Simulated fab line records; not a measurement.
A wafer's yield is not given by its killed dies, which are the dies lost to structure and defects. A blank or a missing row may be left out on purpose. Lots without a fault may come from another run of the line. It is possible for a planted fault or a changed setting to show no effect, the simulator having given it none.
Which tool was responsible? || flow gf180mcu || 7 lots, 21 wafers sampled, at 2 steps of a route of 602

== WHAT THE GAUGES SHOWED, per wafer ==
GF_STI_THK_MEAS_24.
{"lot": "L916", "measured": "day 2 09:43", "on": "film metro-01", "STI_CVD_23_THK (nm)": "641 646 639"}
{"lot": "L918", "measured": "day 2 18:33", "on": "film metro-01", "STI_CVD_23_THK (nm)": "643 646 640"}
{"lot": "L920", "measured": "day 3 06:14", "on": "film metro-01", "STI_CVD_23_THK (nm)": "604 640 602"}
{"lot": "L924", "measured": "day 4 02:53", "on": "film metro-02", "STI_CVD_23_THK (nm)": "609 645 606"}
{"lot": "L934", "measured": "day 6 06:12", "on": "film metro-01", "STI_CVD_23_THK (nm)": "643 644 655"}
{"lot": "L936", "measured": "day 6 16:17", "on": "film metro-02", "STI_CVD_23_THK (nm)": "646 642 650"}
{"lot": "L938", "measured": "day 7 03:20", "on": "film metro-04", "STI_CVD_23_THK (nm)": "644 645 653"}

== WHAT TOOL EACH LOT RAN ON (gives the tool, then ch and the chambers of the sampled wafers, and finally the start) ==
{"lot": "L916", "GF_STI_CVD_23": "hdpcvd-02 ch 0,1, day 2 09:37"}
{"lot": "L918", "GF_STI_CVD_23": "hdpcvd-01 ch 0,1,2, day 2 18:28"}
{"lot": "L920", "GF_STI_CVD_23": "hdpcvd-01 ch 0,2, day 3 06:08"}
{"lot": "L924", "GF_STI_CVD_23": "hdpcvd-01 ch 0,2, day 4 02:47"}
{"lot": "L934", "GF_STI_CVD_23": "hdpcvd-02 ch 1,2, day 6 06:06"}
{"lot": "L936", "GF_STI_CVD_23": "hdpcvd-02 ch 1,2, day 6 16:10"}
{"lot": "L938", "GF_STI_CVD_23": "hdpcvd-01 ch 0,1,2, day 7 03:16"}
- GF_STI_CVD_23: deposits SiO2, target thk 650 nm, time 108.3 s.

== THE ANSWER, worked out from the rows above alone ==
Rule: usual is defined by the lots themselves. Put in order of their means at a reading, lots are off if they are a third of the lots or fewer, leave a main group of 4 or more, and stand apart from it by a gap of 3 or more times the standard deviation of the main group's means; of several such gaps the widest counts. A main group is skipped when, at the precision printed for the reading in the tables above, its means are all equal. A lot without any number at a reading at which 4 lots or more have one is off too. Any other lot the step has rows for is counted as sound.
Off: L920, L924, at GF_STI_THK_MEAS_24 (STI_CVD_23_THK). The main group: mean 645 nm, standard deviation 2.2.
A tool fits if, at a process step before that reading, it ran every lot that is off, and no sound lot after the first of them. Those tools and the gauges at GF_STI_THK_MEAS_24 are tried in the same way. Of those tried, none fits.

== WHAT HAD BEEN PUT IN BY THE SIMULATOR ==
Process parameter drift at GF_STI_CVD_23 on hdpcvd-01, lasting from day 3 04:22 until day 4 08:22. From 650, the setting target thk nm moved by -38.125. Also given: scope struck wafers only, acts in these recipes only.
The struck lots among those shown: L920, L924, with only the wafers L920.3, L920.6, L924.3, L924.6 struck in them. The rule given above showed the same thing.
